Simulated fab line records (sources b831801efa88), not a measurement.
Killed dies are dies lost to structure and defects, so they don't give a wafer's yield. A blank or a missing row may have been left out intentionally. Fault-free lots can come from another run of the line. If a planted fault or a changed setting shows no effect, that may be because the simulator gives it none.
fab line records + flow sky130
record:
- lots: 13
- wafers: 39
- lastDay: 50
route steps=708 shown CONTACT@433 METAL1@440 VIA1@458 PAD_OPEN@708
lots that met no fault: taken from a fault-free run of the same line
startH: start of the lot's first displayed wafer, in hours after the record's first day + waitH: how many hours have passed since the lot's step before this one + " same as the row above + L1.1+2: several wafers, shown together as one row + - no value present, or no start provided + * or withheld: withheld + < > ~ a bound
route shown NAME@n: NAME is a module with steps in the file, n the number in the route of the first one + usual: the fault-free wafers' mean and standard deviation + same: alike in all rows + chamber/n: place in a boat + sites: per-site readings + _std_site: how widely they spread, as a standard deviation + _edge_site: outer sites' mean less inner sites' + radiusMm: for every site, how far away it sits from the centre of the wafer + mask NAME#n: copy n + behind: the tool/chamber that last shaped the wafer + hold: why the lot went on hold/how many hours it stayed there/how the hold came to an end + device: which transistor (n, p or np) failed to switch + end of line: at the end of the route, the tests of the same wafers + a step given without rows: its recipe and nothing more + killed: at the first sort, the dies lost to defects and structure; wafer yield is something else + map: dies across one wafer; x = killed, . = not, _ = none there
set.NAME: setting as actually run; set.NAME@STEP: the setting as run at that earlier step + model.NAME: the simulator's own value behind a step, which no gauge read
one table for each step of the route and one row for each wafer, over a sample of lots
services: a tool's chamber out of use, with start hour (startH, from the record's first day; less than 0 if before it), hours out, and reason
== steps ==
step: SKY_CONTACT_CMP_27
recipe:
- stopOn: SiO2
- tOverpolishS: 15
- downForcePsi: 3.5
- platenRpm: 60
- targetThkNm: 0
- padVelocityMS: 0.94248
usual:
- edgeZonePressureFrac: 1.001/0.0048
- motorCurrentA: 11.0/0.94
- overpolishRunS: 15.001/0.0094
- timeToEndpointS: 84.3/2.9
| lot.wafer | tool   | chamber | startH | waitH | edgeZonePressureFrac | motorCurrentA | overpolishRunS | timeToEndpointS |
|-----------|--------|---------|--------|-------|----------------------|---------------|----------------|-----------------|
| L521.4    | cmp-02 | 3       | 733.84 | 0.1   | 1.003                | 11.9          | 14.986         | 86.8            |
| L521.2    | "      | 0       | "      | "     | 0.997                | 13.0          | 14.988         | 80.6            |
| L521.6    | "      | 2       | "      | "     | 1.008                | 9.9           | 15.017         | 85.1            |
| L523.3    | cmp-02 | 1       | 753.11 | 0.0   | 0.994                | 9.7           | 15.018         | 84.7            |
| L523.4    | "      | 0       | "      | "     | 0.999                | 12.3          | 15.014         | 80.4            |
| L523.6    | "      | 1       | "      | "     | 1.002                | 9.5           | 15.013         | 87.1            |
| L525.1    | cmp-01 | 2       | 767.94 | 0.1   | 1.000                | 11.8          | 15.006         | 80.5            |
| L525.5    | "      | 1       | "      | "     | 0.997                | 11.1          | 15.002         | 81.8            |
| L525.6    | "      | 2       | "      | "     | 0.995                | 11.4          | 15.007         | 79.2            |
| L527.3    | cmp-02 | 3       | 792.01 | 0.0   | 0.995                | 12.2          | 15.014         | 87.3            |
| L527.4    | "      | 2       | "      | "     | 0.997                | 10.6          | 15.010         | 81.8            |
| L527.5    | "      | 3       | "      | "     | 1.000                | 11.8          | 15.016         | 83.8            |
| L528.3    | cmp-02 | 2       | 797.08 | 0.1   | 1.003                | 9.9           | 14.999         | 83.4            |
| L528.6    | "      | 1       | "      | "     | 0.995                | 9.8           | 14.991         | 86.8            |
| L528.5    | "      | 2       | "      | "     | 1.009                | 10.6          | 14.994         | 86.2            |
| L529.1    | cmp-02 | 0       | 817.19 | 0.1   | 1.000                | 12.8          | 14.997         | 76.6            |
| L529.4    | "      | 2       | "      | "     | 1.003                | 9.7           | 14.997         | 80.3            |
| L529.5    | "      | 0       | "      | "     | 1.002                | 11.8          | 14.989         | 80.0            |
| L531.2    | cmp-02 | 1       | 841.04 | 0.0   | 1.004                | 9.5           | 15.014         | 83.9            |
| L531.1    | "      | 3       | "      | "     | 0.991                | 12.3          | 14.988         | 85.5            |
| L531.5    | "      | 2       | "      | "     | 0.998                | 10.4          | 14.992         | 80.9            |
| L530.4    | cmp-01 | 1       | 842.04 | 0.1   | 1.003                | 12.1          | 15.011         | 84.6            |
| L530.1    | "      | 3       | "      | "     | 0.999                | 10.8          | 14.999         | 85.1            |
| L530.5    | "      | 1       | "      | "     | 1.005                | 11.7          | 14.999         | 82.4            |
| L535.3    | cmp-01 | 1       | 850.57 | 0.0   | 0.993                | 11.6          | 14.999         | 82.3            |
| L535.4    | "      | 3       | "      | "     | 0.996                | 11.0          | 15.000         | 84.4            |
| L535.5    | "      | 2       | "      | "     | 0.998                | 11.5          | 15.000         | 80.2            |
| L536.4    | cmp-02 | 3       | 856.03 | 0.1   | 1.002                | 12.3          | 14.994         | 86.7            |
| L536.5    | "      | 2       | "      | "     | 1.001                | 10.4          | 14.999         | 84.2            |
| L536.6    | "      | 3       | "      | "     | 1.002                | 11.9          | 15.009         | 83.4            |
| L539.3    | cmp-02 | 0       | 873.92 | 0.0   | 0.995                | 12.4          | 14.991         | 84.1            |
| L539.2    | "      | 2       | "      | "     | 0.998                | 10.1          | 14.994         | 87.2            |
| L539.5    | "      | 1       | "      | "     | 1.005                | 9.3           | 15.004         | 87.7            |
| L542.4    | cmp-01 | 2       | 898.03 | 0.1   | 0.986                | 11.3          | 14.991         | 85.3            |
| L542.3    | "      | 3       | "      | "     | 0.995                | 10.8          | 14.989         | 86.4            |
| L542.5    | "      | 2       | "      | "     | 0.997                | 10.6          | 14.989         | 82.3            |
| L544.3    | cmp-01 | 3       | 925.89 | 0.1   | 1.011                | 10.0          | 14.991         | 88.2            |
| L544.4    | "      | 0       | "      | "     | 1.002                | 10.2          | 15.016         | 89.5            |
| L544.1    | "      | 1       | "      | "     | 0.997                | 11.4          | 15.006         | 86.1            |
step: SKY_METAL1_THK_MEAS_06
recipe:
- thkMeasGauge: xrf
- reads: AlCu_of_METAL1_SPUTTER_02
usual:
- METAL1_ALCU_THK: 252.5/2.8
| lot.wafer | tool         | chamber | startH | waitH | METAL1_ALCU_THK[nm] |
|-----------|--------------|---------|--------|-------|---------------------|
| L521.2    | filmMetro-02 | -       | 734.31 | 0.1   | 249.5               |
| L521.4    | "            | -       | "      | "     | 252.3               |
| L521.6    | "            | -       | "      | "     | 253.9               |
| L523.3    | filmMetro-01 | -       | 753.69 | 0.1   | 250.0               |
| L523.4    | "            | -       | "      | "     | 253.9               |
| L523.6    | "            | -       | "      | "     | 252.0               |
| L525.1    | filmMetro-03 | -       | 768.45 | 0.1   | 250.3               |
| L525.5    | "            | -       | "      | "     | 251.1               |
| L525.6    | "            | -       | "      | "     | 249.3               |
| L527.3    | filmMetro-03 | -       | 792.58 | 0.1   | 252.9               |
| L527.4    | "            | -       | "      | "     | 253.2               |
| L527.5    | "            | -       | "      | "     | 250.1               |
| L528.3    | filmMetro-03 | -       | 797.61 | 0.1   | 249.0               |
| L528.5    | "            | -       | "      | "     | 249.7               |
| L528.6    | "            | -       | "      | "     | 250.8               |
| L529.1    | filmMetro-03 | -       | 817.70 | 0.1   | 254.9               |
| L529.4    | "            | -       | "      | "     | 255.6               |
| L529.5    | "            | -       | "      | "     | 257.2               |
| L531.1    | filmMetro-01 | -       | 841.60 | 0.1   | 256.2               |
| L531.2    | "            | -       | "      | "     | 255.6               |
| L531.5    | "            | -       | "      | "     | 253.3               |
| L530.1    | filmMetro-01 | -       | 842.55 | 0.1   | 252.5               |
| L530.4    | "            | -       | "      | "     | 251.7               |
| L530.5    | "            | -       | "      | "     | 252.1               |
| L535.3    | filmMetro-03 | -       | 851.15 | 0.1   | 254.7               |
| L535.4    | "            | -       | "      | "     | 255.6               |
| L535.5    | "            | -       | "      | "     | 255.4               |
| L536.4    | filmMetro-01 | -       | 856.57 | 0.1   | 253.1               |
| L536.5    | "            | -       | "      | "     | 253.4               |
| L536.6    | "            | -       | "      | "     | 253.5               |
| L539.2    | filmMetro-03 | -       | 874.49 | 0.1   | 258.5               |
| L539.3    | "            | -       | "      | "     | 254.7               |
| L539.5    | "            | -       | "      | "     | 255.0               |
| L542.3    | filmMetro-03 | -       | 898.56 | 0.1   | 252.8               |
| L542.4    | "            | -       | "      | "     | 254.9               |
| L542.5    | "            | -       | "      | "     | 256.4               |
| L544.1    | filmMetro-02 | -       | 926.40 | 0.1   | 251.0               |
| L544.3    | "            | -       | "      | "     | 249.0               |
| L544.4    | "            | -       | "      | "     | 250.8               |
step: SKY_METAL1_CD_MEAS_15
recipe:
- targetCdNm: 140
usual:
- cdNm: 139.7/1.5
| lot.wafer | tool     | chamber | startH | waitH | cdNm  |
|-----------|----------|---------|--------|-------|-------|
| L521.2    | cdSem-01 | -       | 760.88 | -     | 139.1 |
| L521.4    | "        | -       | "      | "     | 139.7 |
| L521.6    | "        | -       | "      | "     | 138.9 |
| L523.3    | cdSem-02 | -       | 780.25 | -     | 139.8 |
| L523.4    | "        | -       | "      | "     | 138.9 |
| L523.6    | "        | -       | "      | "     | 139.4 |
| L525.1    | cdSem-01 | -       | 795.36 | -     | 137.6 |
| L525.5    | "        | -       | "      | "     | 138.1 |
| L525.6    | "        | -       | "      | "     | 137.6 |
| L527.3    | cdSem-02 | -       | 819.23 | -     | 139.8 |
| L527.4    | "        | -       | "      | "     | 138.6 |
| L527.5    | "        | -       | "      | "     | 139.3 |
| L528.3    | cdSem-02 | -       | 823.85 | -     | 138.4 |
| L528.5    | "        | -       | "      | "     | 140.5 |
| L528.6    | "        | -       | "      | "     | 138.2 |
| L529.1    | cdSem-01 | -       | 843.96 | -     | 140.5 |
| L529.4    | "        | -       | "      | "     | 139.4 |
| L529.5    | "        | -       | "      | "     | 138.2 |
| L531.1    | cdSem-01 | -       | 867.36 | -     | 141.3 |
| L531.2    | "        | -       | "      | "     | 140.8 |
| L531.5    | "        | -       | "      | "     | 141.6 |
| L530.1    | cdSem-02 | -       | 868.59 | -     | 139.4 |
| L530.4    | "        | -       | "      | "     | 139.2 |
| L530.5    | "        | -       | "      | "     | 140.0 |
| L535.3    | cdSem-01 | -       | 876.50 | -     | 140.7 |
| L535.4    | "        | -       | "      | "     | 141.4 |
| L535.5    | "        | -       | "      | "     | 140.1 |
| L536.4    | cdSem-02 | -       | 883.00 | -     | 140.9 |
| L536.5    | "        | -       | "      | "     | 141.2 |
| L536.6    | "        | -       | "      | "     | 138.7 |
| L539.2    | cdSem-01 | -       | 899.26 | -     | 141.4 |
| L539.3    | "        | -       | "      | "     | 142.2 |
| L539.5    | "        | -       | "      | "     | 142.3 |
| L542.3    | cdSem-02 | -       | 923.75 | -     | 140.9 |
| L542.4    | "        | -       | "      | "     | 140.9 |
| L542.5    | "        | -       | "      | "     | 140.2 |
| L544.1    | cdSem-01 | -       | 951.14 | -     | 136.7 |
| L544.3    | "        | -       | "      | "     | 137.0 |
| L544.4    | "        | -       | "      | "     | 136.1 |
step: SKY_VIA1_HDPCVD_00
recipe:
- material: SiO2
- targetThkNm: 1030
- sigmaOpenFrac: 0.3
- timeS: 171.7
- tempC: 400
- sih4FlowSccm: 60
- pressureMtorr: 6
usual:
- pressureMtorr: 6.002/0.012
- runLengthS: 199.0/0.56
| lot.wafer | tool      | chamber | startH | waitH | pressureMtorr | runLengthS |
|-----------|-----------|---------|--------|-------|---------------|------------|
| L521.2    | hdpcvd-01 | 0       | 762.02 | 0.0   | 5.988         | 198.1      |
| L521.4    | "         | 1       | "      | "     | 6.008         | 198.4      |
| L521.6    | "         | 0       | "      | "     | 6.007         | 198.5      |
| L523.3    | hdpcvd-02 | 1       | 781.48 | 0.0   | 6.004         | 198.6      |
| L523.4    | "         | 0       | "      | "     | 6.000         | 199.7      |
| L523.6    | "         | 1       | "      | "     | 6.012         | 199.2      |
| L525.1    | hdpcvd-02 | 1       | 796.30 | 0.0   | 6.002         | 198.7      |
| L525.5    | "         | 2       | "      | "     | 5.996         | 198.7      |
| L525.6    | "         | 1       | "      | "     | 6.002         | 199.4      |
| L527.3    | hdpcvd-01 | 0       | 820.17 | 0.1   | 6.011         | 198.2      |
| L527.4    | "         | 1       | "      | "     | 5.982         | 198.6      |
| L527.5    | "         | 0       | "      | "     | 6.002         | 198.7      |
| L528.3    | hdpcvd-02 | 1       | 824.74 | 0.0   | 5.992         | 198.5      |
| L528.5    | "         | 2       | "      | "     | 6.012         | 198.7      |
| L528.6    | "         | 1       | "      | "     | 5.998         | 198.8      |
| L529.1    | hdpcvd-01 | 2       | 844.93 | 0.0   | 6.003         | 199.4      |
| L529.4    | "         | 0       | "      | "     | 6.015         | 198.8      |
| L529.5    | "         | 0       | "      | "     | 5.992         | 198.5      |
| L531.1    | hdpcvd-02 | 1       | 868.29 | 0.0   | 5.992         | 198.6      |
| L531.2    | "         | 2       | "      | "     | 5.988         | 198.6      |
| L531.5    | "         | 1       | "      | "     | 5.986         | 199.0      |
| L530.1    | hdpcvd-01 | 0       | 869.52 | 0.0   | 5.988         | 198.8      |
| L530.4    | "         | 1       | "      | "     | 6.023         | 198.5      |
| L530.5    | "         | 0       | "      | "     | 5.999         | 198.3      |
| L535.3    | hdpcvd-01 | 1       | 877.51 | 0.0   | -             | -          |
| L535.4    | "         | 1       | "      | "     | -             | -          |
| L535.5    | "         | 2       | "      | "     | -             | -          |
| L536.4    | hdpcvd-02 | 1       | 883.99 | 0.1   | -             | -          |
| L536.5    | "         | 0       | "      | "     | -             | -          |
| L536.6    | "         | 2       | "      | "     | -             | -          |
| L539.2    | hdpcvd-01 | 1       | 900.24 | 0.0   | 5.992         | 198.5      |
| L539.3    | "         | 0       | "      | "     | 6.009         | 199.3      |
| L539.5    | "         | 2       | "      | "     | 6.013         | 199.3      |
| L542.3    | hdpcvd-01 | 1       | 924.64 | 0.0   | 6.007         | 198.8      |
| L542.4    | "         | 1       | "      | "     | 6.001         | 198.5      |
| L542.5    | "         | 0       | "      | "     | 6.018         | 198.8      |
| L544.1    | hdpcvd-01 | 0       | 952.07 | 0.0   | 5.993         | 198.4      |
| L544.3    | "         | 2       | "      | "     | 6.007         | 199.6      |
| L544.4    | "         | 1       | "      | "     | 6.020         | 198.4      |
step: SKY_PAD_OPEN_PROBE_99
usual:
- defectLimitedYield: 82.5/1.8
- killed_at_M0_to_M3: 43/6.5
- killed_at_M4_up: 3/1.7
- killedAtContacts: 25/5.1
- killedAtFrontEnd: 15/3.8
- killedAtOther: 0.2/0.45
- killedDies: 86/8.8
- killedOpen: 47/6.7
- killedShort: 39/6
- sort_bin_3_pad_short: 0.9/0.46
- sort_bin_5_function: 10.2/1.4
- sort_bin_6_memory: 6.4/1
- sortNPass: 406/8.8
- sortYieldPct: 82.5/1.8
same:
- grossDies: 492
- killedAtBackSide: 0
- sort_bin_4_leakage[%]: 0
- sort_bin_8_speed[%]: 0
| lot.wafer | tool      | chamber | startH  | waitH | defectLimitedYield[%] | killed_at_M0_to_M3 | killed_at_M4_up | killedAtContacts | killedAtFrontEnd | killedAtOther | killedDies | killedOpen | killedShort | sort_bin_3_pad_short[%] | sort_bin_5_function[%] | sort_bin_6_memory[%] | sortNPass | sortYieldPct[%] |
|-----------|-----------|---------|---------|-------|-----------------------|--------------------|-----------------|------------------|------------------|---------------|------------|------------|-------------|-------------------------|------------------------|----------------------|-----------|-----------------|
| L525.1    | prober-02 | -       | 1102.87 | 0.1   | 85.4                  | 45                 | 2               | 12               | 13               | 0             | 72         | 41         | 31          | 0.2                     | 9.6                    | 4.9                  | 420       | 85.4            |
| L525.5    | prober-02 | -       | 1103.07 | 0.2   | 81.5                  | 47                 | 4               | 29               | 11               | 0             | 91         | 50         | 41          | 1.4                     | 8.9                    | 8.1                  | 401       | 81.5            |
| L525.6    | prober-02 | -       | 1103.12 | 0.2   | 82.3                  | 48                 | 2               | 26               | 11               | 0             | 87         | 44         | 43          | 0.2                     | 10.6                   | 6.9                  | 405       | 82.3            |
| L528.3    | prober-01 | -       | 1124.35 | 0.2   | 81.9                  | 50                 | 1               | 28               | 10               | 0             | 89         | 47         | 42          | 1.6                     | 9.8                    | 6.7                  | 403       | 81.9            |
| L528.5    | prober-01 | -       | 1124.45 | 0.2   | 82.7                  | 44                 | 0               | 25               | 16               | 0             | 85         | 42         | 43          | 1.2                     | 9.6                    | 6.5                  | 407       | 82.7            |
| L528.6    | prober-01 | -       | 1124.50 | 0.2   | 83.5                  | 48                 | 1               | 22               | 10               | 0             | 81         | 49         | 32          | 0                       | 9.8                    | 6.7                  | 411       | 83.5            |
| L529.1    | prober-02 | -       | 1135.78 | 0.1   | 88.8                  | 30                 | 1               | 13               | 11               | 0             | 55         | 35         | 20          | 0.6                     | 5.7                    | 4.9                  | 437       | 88.8            |
| L529.4    | prober-02 | -       | 1135.93 | 0.2   | 85.0                  | 40                 | 3               | 15               | 16               | 0             | 74         | 41         | 33          | 1.0                     | 9.6                    | 4.5                  | 418       | 85.0            |
| L529.5    | prober-02 | -       | 1135.98 | 0.2   | 82.3                  | 49                 | 2               | 20               | 15               | 1             | 87         | 39         | 48          | 0.6                     | 11.0                   | 6.1                  | 405       | 82.3            |
| L531.1    | prober-01 | -       | 1154.99 | 0.1   | 80.3                  | 48                 | 3               | 29               | 17               | 0             | 97         | 62         | 35          | 0.6                     | 13.2                   | 5.9                  | 395       | 80.3            |
| L531.2    | prober-01 | -       | 1155.04 | 0.1   | 81.3                  | 34                 | 6               | 33               | 18               | 1             | 92         | 52         | 40          | 0.8                     | 11.6                   | 6.3                  | 400       | 81.3            |
| L531.5    | prober-01 | -       | 1155.19 | 0.2   | 82.5                  | 46                 | 3               | 22               | 15               | 0             | 86         | 41         | 45          | 1.8                     | 8.9                    | 6.7                  | 406       | 82.5            |
| L530.1    | prober-02 | -       | 1155.16 | 0.1   | 81.1                  | 40                 | 3               | 37               | 13               | 0             | 93         | 53         | 40          | 0.8                     | 11.8                   | 6.3                  | 399       | 81.1            |
| L530.4    | prober-02 | -       | 1155.31 | 0.2   | 82.9                  | 42                 | 1               | 25               | 16               | 0             | 84         | 54         | 30          | 0.2                     | 10.6                   | 6.3                  | 408       | 82.9            |
| L530.5    | prober-02 | -       | 1155.36 | 0.2   | 81.3                  | 45                 | 5               | 23               | 18               | 1             | 92         | 48         | 44          | 0.8                     | 10.6                   | 7.3                  | 400       | 81.3            |
| L539.2    | prober-01 | -       | 1177.12 | 0.1   | 83.5                  | 43                 | 1               | 23               | 14               | 0             | 81         | 53         | 28          | 0.8                     | 8.1                    | 7.5                  | 411       | 83.5            |
| L539.3    | prober-01 | -       | 1177.17 | 0.2   | 83.3                  | 35                 | 2               | 30               | 15               | 0             | 82         | 43         | 39          | 1.2                     | 8.9                    | 6.5                  | 410       | 83.3            |
| L539.5    | prober-01 | -       | 1177.27 | 0.2   | 82.5                  | 41                 | 5               | 23               | 17               | 0             | 86         | 49         | 37          | 1.2                     | 10.4                   | 5.9                  | 406       | 82.5            |
killed by level:class
L525.1 VIA2:geometricParticle:open=11 VIA1:geometricParticle:open=9 FIELD_ISO:geometricParticle:open=6 CONTACT:geometricParticle:open=6 METAL1:geometricParticle:short=6 POLY_GATE:geometricParticle:short=5 VIA3:geometricParticle:open=4 CONTACT:geometricParticle:short=4
L525.5 VIA1:geometricParticle:open=14 CONTACT:geometricParticle:open=10 LI_CONTACT:geometricParticle:open=9 METAL2:geometricParticle:short=6 VIA2:geometricParticle:open=4 CONTACT:geometricParticle:short=4 VIA1:geometricParticle:short=4 VIA2:geometricParticle:short=4
L525.6 CONTACT:geometricParticle:open=12 VIA1:geometricParticle:open=11 METAL1:geometricParticle:short=7 VIA3:geometricParticle:short=7 VIA1:geometricParticle:short=6 LI_CONTACT:geometricParticle:open=4 CONTACT:geometricParticle:short=4 METAL3:geometricParticle:short=4
L528.3 CONTACT:geometricParticle:open=16 VIA1:geometricParticle:open=7 VIA1:geometricParticle:short=6 METAL2:geometricParticle:short=5 METAL1:geometricParticle:short=5 VIA2:geometricParticle:open=5 VIA3:geometricParticle:open=5 POLY_GATE:geometricParticle:short=4
L528.5 CONTACT:geometricParticle:open=12 VIA1:geometricParticle:short=7 VIA2:geometricParticle:open=6 METAL2:geometricParticle:short=6 LI_CONTACT:geometricParticle:open=5 METAL1:geometricParticle:short=5 VIA3:geometricParticle:open=5 VIA3:geometricParticle:short=5
L528.6 CONTACT:geometricParticle:open=13 VIA1:geometricParticle:open=12 VIA3:geometricParticle:open=8 VIA1:geometricParticle:short=6 METAL2:geometricParticle:short=6 FIELD_ISO:geometricParticle:open=5 VIA2:geometricParticle:open=5 METAL1:geometricParticle:short=4
L529.1 VIA3:geometricParticle:open=10 CONTACT:geometricParticle:open=6 LI_CONTACT:geometricParticle:open=5 VIA1:geometricParticle:open=5 FIELD_ISO:geometricParticle:short=4 VIA2:geometricParticle:open=4 POLY_GATE:geometricParticle:short=3 FIELD_ISO:geometricParticle:open=2
L529.4 VIA1:geometricParticle:open=10 VIA2:geometricParticle:open=6 FIELD_ISO:geometricParticle:short=5 CONTACT:geometricParticle:open=5 METAL2:geometricParticle:short=5 POLY_GATE:geometricParticle:open=4 CONTACT:geometricParticle:short=4 VIA1:geometricParticle:short=4
L529.5 VIA1:geometricParticle:open=9 CONTACT:geometricParticle:open=8 METAL1:geometricParticle:short=8 VIA3:geometricParticle:short=6 METAL2:geometricParticle:short=5 METAL3:geometricParticle:short=5 FIELD_ISO:geometricParticle:short=4 LI_CONTACT:geometricParticle:open=4
L531.1 CONTACT:geometricParticle:open=11 LI_CONTACT:geometricParticle:open=8 METAL1:geometricParticle:short=8 VIA1:geometricParticle:open=8 VIA3:geometricParticle:open=8 POLY_GATE:geometricParticle:open=7 VIA1:geometricParticle:short=6 METAL2:geometricParticle:short=5
L531.2 LI_CONTACT:geometricParticle:open=12 POLY_GATE:geometricParticle:open=6 VIA1:geometricParticle:open=6 CONTACT:geometricParticle:short=6 CONTACT:geometricParticle:open=6 METAL4:geometricParticle:short=5 VIA2:geometricParticle:open=5 VIA1:geometricParticle:short=5
L530.1 LI_CONTACT:geometricParticle:open=11 CONTACT:geometricParticle:open=10 VIA1:geometricParticle:open=10 VIA3:geometricParticle:open=8 LI_CONTACT:geometricParticle:short=6 VIA2:geometricParticle:open=6 METAL1:geometricParticle:short=6 LOCAL_INTERCONNECT:geometricParticle:short=5
L531.5 VIA1:geometricParticle:open=11 VIA2:geometricParticle:short=8 FIELD_ISO:geometricParticle:short=7 CONTACT:geometricParticle:open=7 VIA1:geometricParticle:short=6 LI_CONTACT:geometricParticle:open=5 VIA2:geometricParticle:open=5 LOCAL_INTERCONNECT:geometricParticle:short=4
L530.4 VIA1:geometricParticle:open=14 VIA2:geometricParticle:open=8 CONTACT:geometricParticle:open=7 VIA3:geometricParticle:open=6 FIELD_ISO:geometricParticle:open=5 LI_CONTACT:geometricParticle:open=5 POLY_GATE:geometricParticle:short=4 LOCAL_INTERCONNECT:geometricParticle:open=4
L530.5 CONTACT:geometricParticle:open=10 METAL1:geometricParticle:short=8 METAL2:geometricParticle:short=8 VIA3:geometricParticle:open=7 LI_CONTACT:geometricParticle:open=6 VIA1:geometricParticle:open=6 VIA2:geometricParticle:open=5 SPACER:geometricParticle:short=5
L539.2 CONTACT:geometricParticle:open=10 VIA1:geometricParticle:open=9 VIA3:geometricParticle:open=7 POLY_GATE:geometricParticle:open=6 VIA2:geometricParticle:open=6 METAL1:geometricParticle:open=5 LI_CONTACT:geometricParticle:open=4 LOCAL_INTERCONNECT:geometricParticle:short=4
L539.3 CONTACT:geometricParticle:open=12 VIA1:geometricParticle:open=9 LI_CONTACT:geometricParticle:open=8 POLY_GATE:geometricParticle:short=5 METAL1:geometricParticle:short=5 VIA2:geometricParticle:open=5 LI_CONTACT:geometricParticle:short=4 METAL2:geometricParticle:short=4
L539.5 CONTACT:geometricParticle:open=10 VIA1:geometricParticle:open=10 LI_CONTACT:geometricParticle:open=8 METAL2:geometricParticle:short=7 POLY_GATE:geometricParticle:open=7 METAL1:geometricParticle:short=5 VIA1:geometricParticle:short=5 VIA3:geometricParticle:short=5
== services ==
| tool      | chamber | startH | hours | kind                          |
|-----------|---------|--------|-------|-------------------------------|
| cmp-01    | -       | 744.00 | 4.0   | pm                            |
| cmp-01    | -       | 748.00 | -     | consumableReplace:conditioner |
| cmp-01    | -       | 748.00 | -     | consumableReplace:pad         |
| cmp-02    | -       | 757.73 | 29.8  | repair                        |
| cmp-02    | -       | 758.33 | 2.1   | repair                        |
| cmp-02    | -       | 761.70 | 1.3   | repair                        |
| cmp-01    | -       | 787.75 | 11.1  | pm                            |
| hdpcvd-02 | 0       | 794.24 | 6.1   | repair                        |
| cmp-02    | -       | 798.86 | 5.2   | pm                            |
| hdpcvd-01 | 2       | 816.12 | 8.1   | repair                        |
| hdpcvd-02 | 1       | 826.56 | 9.7   | repair                        |
| hdpcvd-01 | 1       | 842.77 | 21.3  | repair                        |
| hdpcvd-01 | 2       | 849.69 | 4.6   | repair                        |
| cmp-02    | -       | 868.03 | 1.3   | repair                        |
| cmp-01    | -       | 869.91 | 0.9   | repair                        |
| hdpcvd-02 | -       | 891.84 | 1.9   | repair                        |
| cmp-02    | -       | 912.00 | 4.0   | pm                            |
| cmp-02    | -       | 916.00 | -     | consumableReplace:conditioner |
| cmp-02    | -       | 916.00 | -     | consumableReplace:pad         |
| cmp-02    | -       | 919.46 | 5.2   | repair                        |
| hdpcvd-02 | -       | 950.25 | 15.0  | pm                            |
| hdpcvd-02 | 0       | 950.25 | 15.0  | ventCycle                     |
| hdpcvd-02 | 1       | 950.25 | 15.0  | ventCycle                     |
| hdpcvd-02 | 2       | 950.25 | 15.0  | ventCycle                     |
== key ==
firstSign:
- step: SKY_VIA1_HDPCVD_00
- reading: toolRecord
- direction: missing
effect none on later readings
metAt SKY_VIA1_HDPCVD_00
struckLots L535,L536
scrappedBehind SKY_VIA1_THK_MEAS_01 L535.3,L535.4,L535.5,L536.4,L536.5,L536.6
notActingAt SKY_CONTACT_CMP_27,SKY_METAL1_THK_MEAS_06,SKY_METAL1_CD_MEAS_15
onsetBetween 869.52 877.51
fault:
- kind: skippedStepWhole
- tool: hdpcvd-01,hdpcvd-02
- chamber: -
- onsetH: 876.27
- steps: SKY_VIA1_HDPCVD_00
- scope: struckLotsOnly
